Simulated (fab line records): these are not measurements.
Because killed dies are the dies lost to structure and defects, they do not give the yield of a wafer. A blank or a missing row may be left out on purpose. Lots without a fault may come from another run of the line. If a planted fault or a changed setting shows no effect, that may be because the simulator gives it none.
The same fault as seen by 2 desks :: flow sky130 :: numbers are kept per desk, each desk with only its own; the story behind them comes last

== THE METROLOGY DESK ==
Lot by lot, what the gauges showed, no matter which tool ran the lot: averages of those sampled wafers that carry a number. If a lot's mean is further than 4 standard deviations from the usual mean, the lot is out of limits and carries the mark OUT (the distance appears in the brackets).
Columns: A = PWDE_RS at SKY_NWELL_RS_MEAS_31, usual 5273 ohm/sq; B = VT_ADJUST_LVTN_01_OVL at SKY_VT_ADJUST_LVTN_OVL_MEAS_18, usual -1.5 nm; C = VT_ADJUST_LVTN_2_TW at SKY_VT_ADJUST_LVTN_TW_MEAS_21, usual 189
lot: L985
first seen here: day 5 17:37
A: 5271
B: 0.0
C: 185

lot: L988
first seen here: day 6 05:11
A: 5292
B: -1.3
C: 185

lot: L987
first seen here: day 6 05:52
A: 5275
B: -2.6
C: 193

lot: L986
first seen here: day 6 06:13
A: 5276
B: 0.1
C: 199

lot: L991
first seen here: day 7 02:47
A: 5266
B: 0.1
C: 198

lot: L995
first seen here: day 8 01:21
A: 5285
B: 0.3
C: 191

lot: L997
first seen here: day 8 13:11
A: 5275
B: -1.7
C: 191

lot: L100
first seen here: day 9 00:44
A: 5269
B: -2.5
C: 191

lot: L101
first seen here: day 9 14:36
A: 5291
B: -2.1
C: 192

lot: L102
first seen here: day 9 16:20
A: 5265
B: -2.1
C: 193

lot: L105
first seen here: day 10 07:53
A: 5267
B: -1.8
C: 186

lot: L106
first seen here: day 10 15:26
A: 5260
B: -3.4
C: 191

lot: L107
first seen here: day 10 21:47
A: 5269
B: -2.1
C: 192
This desk's verdict: no lot among the 13 shows anything out of limits.

== FOR THE TOOL OWNER'S DESK: implanter-01 ==
For each lot that ran on this tool, the mean over its sampled wafers that have a number, from the tool's own readings at SKY_VT_ADJUST_LVTN_IMPLANT_19. If a lot's mean is further than 4 standard deviations from the usual mean, the lot is out of limits and carries the mark OUT (the distance appears in the brackets).
Columns: A = dose_ions_cm2 at SKY_VT_ADJUST_LVTN_IMPLANT_19, usual 6.501e+11; B = faraday_current_uA at SKY_VT_ADJUST_LVTN_IMPLANT_19, usual 3.67
lot: L988
first seen here: day 8 16:23
A: 6.495e+11
B: 3.57

lot: L987
first seen here: day 8 16:49
A: 6.500e+11
B: 3.70

lot: L986
first seen here: day 8 17:52
A: 8.202e+11 (+99 or more) OUT
B: 4.63 (+13) OUT

lot: L991
first seen here: day 9 16:56
A: 8.204e+11 (+99 or more) OUT
B: 4.60 (+13) OUT

lot: L101
first seen here: day 12 11:53
A: 6.501e+11
B: 3.70

lot: L105
first seen here: day 13 08:29
A: 6.499e+11
B: 3.72

lot: L106
first seen here: day 13 15:32
A: 6.503e+11
B: 3.69
This desk's verdict: out of limits on L986, L991, starting with L986 at day 8 17:52 (dose_ions_cm2 at SKY_VT_ADJUST_LVTN_IMPLANT_19). L988, L987, L101, L105, L106: within limits.

== TAKEN TOGETHER ==
The tool owner's desk could have raised an alarm at day 8 17:52, on L986, L991.
Nothing out of limits was seen by the metrology desk.
The metrology desk has L986, L991 on record, within its limits.
SKY_VT_ADJUST_LVTN_IMPLANT_19 was run on implanter-01 by each of the lots named.

== WHAT WAS PUT IN BY THE SIMULATOR ==
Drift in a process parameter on implanter-01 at SKY_VT_ADJUST_LVTN_IMPLANT_19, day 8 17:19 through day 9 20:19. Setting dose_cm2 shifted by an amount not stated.
Shown lots that were struck: L986, L991.
Delay in hours, fault start to first out-of-limits reading, by desk: the tool owner's desk at 1.
